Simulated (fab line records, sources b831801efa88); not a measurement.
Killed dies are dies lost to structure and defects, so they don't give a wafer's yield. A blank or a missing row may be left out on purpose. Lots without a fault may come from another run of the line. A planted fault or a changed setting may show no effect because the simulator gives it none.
Which tool did it? | flow sky130 | 12 lots, 36 wafers sampled, at 5 steps of a route of 708

WHAT THE GAUGES READ, wafer by wafer
SKY_SONOS_ONO_CD_MEAS_13: target cd 410 nm. Usual: cd_nm 409.6 nm, standard deviation 2.
lot  | measured     | on        | cd_nm (nm)        | flag
L671 | day 12 16:38 | cd_sem-02 | 409.2 410.6 412.1 |
L673 | day 13 05:42 | cd_sem-02 | 407.7 408.6 408.3 |
L672 | day 13 10:18 | cd_sem-02 | 409.7 410.3 410.2 |
L674 | day 13 13:41 | cd_sem-02 | 412.0 411.6 409.6 |
L675 | day 13 19:49 | cd_sem-01 | 411.4 412.1 410.6 |
L684 | day 17 01:17 | cd_sem-02 | 412.2 410.8 412.1 |
L685 | day 17 14:53 | cd_sem-01 | 412.0 409.2 409.7 |
L687 | day 18 01:07 | cd_sem-01 | 410.1 407.6 408.7 |
L688 | day 18 18:52 | cd_sem-02 | 408.6 406.8 410.0 |
L690 | day 19 10:10 | cd_sem-01 | 409.0 411.5 411.2 |
L689 | day 19 14:43 | cd_sem-02 | 411.6 411.6 410.2 |
L694 | day 20 12:54 | cd_sem-01 | 409.7 409.6 409.0 |

SKY_POLY_GATE_THK_MEAS_04. Usual: POLY_GATE_CVD_03_THK 75.1 nm, standard deviation 0.7.
lot  | measured     | on            | POLY_GATE_CVD_03_THK (nm) | flag
L671 | day 15 05:18 | film_metro-04 | 75.6 75.8 75.5            |
L673 | day 15 16:44 | film_metro-01 | 76.4 75.6 75.8            |
L672 | day 16 01:51 | film_metro-01 | 76.0 75.7 75.2            |
L674 | day 16 03:59 | film_metro-01 | 76.0 75.9 75.6            |
L675 | day 16 11:11 | film_metro-03 | 76.4 76.5 77.0            |
L684 | day 19 23:05 | film_metro-01 | 75.5 75.5 75.8            |
L685 | day 20 12:32 | film_metro-01 | 74.8 75.0 75.6            |
L687 | day 20 21:55 | film_metro-04 | 75.4 75.2 75.1            |
L688 | day 21 21:36 | film_metro-03 | 75.8 75.9 75.7            |
L690 | day 22 07:33 | film_metro-04 | 74.8 74.7 74.4            |
L689 | day 22 11:15 | film_metro-01 | 74.2 75.0 74.0            |
L694 | day 23 07:53 | film_metro-01 | 75.8 75.8 75.2            |

SKY_LDD_HVN_TW_MEAS_10. Usual: LDD_HVN_TW 1436, standard deviation 11.
lot  | measured     | on            | LDD_HVN_TW     | flag
L671 | day 20 08:01 | film_metro-01 | 1437 1440 1433 |
L673 | day 20 21:52 | film_metro-01 | 1446 1444 1443 |
L672 | day 21 07:47 | film_metro-01 | 1461 1465 1450 |
L674 | day 21 10:58 | film_metro-03 | 1371 1434 1441 |
L675 | day 21 17:20 | film_metro-03 | 1362 1436 1436 |
L684 | day 25 05:14 | film_metro-03 | 1420 1419 1421 |
L685 | day 25 16:34 | film_metro-04 | 1447 1441 1442 |
L687 | day 26 04:38 | film_metro-01 | 1445 1439 1443 |
L688 | day 27 01:57 | film_metro-04 | 1423 1429 1426 |
L690 | day 27 09:23 | film_metro-03 | 1430 1431 1433 |
L689 | day 27 12:25 | film_metro-03 | 1430 1430 1436 |
L694 | day 28 08:46 | film_metro-04 | 1435 1422 1434 |

WHICH TOOL RAN EACH LOT (tool, then ch and the chambers of the sampled wafers, then the start)
lot  | SKY_POLY_GATE_STRIP_18               | SKY_LDD_HVN_IMPLANT_08
L671 | plasma_asher-03 ch 0,1, day 16 09:43 | implanter-01 ch 0, day 20 07:49
L673 | plasma_asher-02 ch 0,1, day 16 21:41 | implanter-01 ch 0, day 20 21:37
L672 | plasma_asher-04 ch 0,1, day 17 07:17 | implanter-01 ch 0, day 21 07:32
L674 | plasma_asher-04 ch 0,1, day 17 10:07 | implanter-01 ch 0, day 21 10:43
L675 | plasma_asher-02 ch 0,1, day 17 17:01 | implanter-01 ch 0, day 21 17:05
L684 | plasma_asher-04 ch 0, day 21 06:31   | implanter-01 ch 0, day 25 04:59
L685 | plasma_asher-04 ch 0,1, day 21 19:22 | implanter-01 ch 0, day 25 16:19
L687 | plasma_asher-03 ch 0,1, day 22 04:49 | implanter-03 ch 0, day 26 04:23
L688 | plasma_asher-04 ch 0,1, day 23 04:49 | implanter-03 ch 0, day 27 01:42
L690 | plasma_asher-04 ch 0,1, day 23 14:19 | implanter-04 ch 0, day 27 09:08
L689 | plasma_asher-03 ch 0,1, day 23 18:14 | implanter-03 ch 0, day 27 12:12
L694 | plasma_asher-03 ch 0,1, day 24 14:40 | implanter-01 ch 0, day 28 08:31
- SKY_POLY_GATE_STRIP_18: strips in O2/N2.
- SKY_LDD_HVN_IMPLANT_08

WHAT THE TOOLS THEMSELVES READ (means of the sampled wafers that have a number; where no wafer has one, the mark that the record gives instead)
SKY_POLY_GATE_STRIP_18. Usual: drypump_motor_current_A 5.53 A, standard deviation 0.3; oes_product_au 0.362 a.u., standard deviation 0.0049; strip_time_to_endpoint_s 3.181 s, standard deviation 0.026.
lot  | tool            | drypump_motor_current_A (A) | oes_product_au (a.u.) | strip_time_to_endpoint_s (s) | flag
L671 | plasma_asher-03 | 5.56                        | 0.359                 | 3.189                        |
L673 | plasma_asher-02 | 5.10                        | 0.358                 | 3.164                        |
L672 | plasma_asher-04 | 5.52                        | 0.360                 | 3.170                        |
L674 | plasma_asher-04 | 5.69                        | 0.361                 | 3.197                        |
L675 | plasma_asher-02 | 5.10                        | 0.365                 | 3.184                        |
L684 | plasma_asher-04 | 5.84                        | 0.363                 | 3.162                        |
L685 | plasma_asher-04 | 5.66                        | 0.359                 | 3.167                        |
L687 | plasma_asher-03 | 5.57                        | 0.359                 | 3.203                        |
L688 | plasma_asher-04 | 5.50                        | 0.365                 | 3.194                        |
L690 | plasma_asher-04 | 5.50                        | 0.362                 | 3.192                        |
L689 | plasma_asher-03 | 5.58                        | 0.358                 | 3.181                        |
L694 | plasma_asher-03 | 5.56                        | 0.359                 | 3.164                        |

SKY_LDD_HVN_IMPLANT_08. Usual: beam_on_s 9.99 s, standard deviation 0.2.
lot  | tool         | beam_on_s (s) | flag
L671 | implanter-01 | 9.98          |
L673 | implanter-01 | 10.13         |
L672 | implanter-01 | 10.11         |
L674 | implanter-01 | 10.17         |
L675 | implanter-01 | 10.19         |
L684 | implanter-01 | 9.84          |
L685 | implanter-01 | 9.95          |
L687 | implanter-03 | 10.18         |
L688 | implanter-03 | 10.00         |
L690 | implanter-04 | 9.98          |
L689 | implanter-03 | 9.81          |
L694 | implanter-01 | 9.96          |

THE ANSWER, worked out from the rows above alone
Rule: a lot is off if the mean of its wafers that have a number lies more than 3 standard deviations from the usual mean. A lot without any number at a reading at which 4 lots or more have one is off too. The other lots that the step has rows for count as sound. The gauges are gone through in route order, then the tools' own readings, and for those a lot's mean is taken as printed above. The first step at which some lot is off is used, and at that step the reading that is off furthest; a lot without a number counts as furthest.
No lot is off at any reading shown: from this, nothing can be told.

WHAT THE SIMULATOR HAD PUT IN
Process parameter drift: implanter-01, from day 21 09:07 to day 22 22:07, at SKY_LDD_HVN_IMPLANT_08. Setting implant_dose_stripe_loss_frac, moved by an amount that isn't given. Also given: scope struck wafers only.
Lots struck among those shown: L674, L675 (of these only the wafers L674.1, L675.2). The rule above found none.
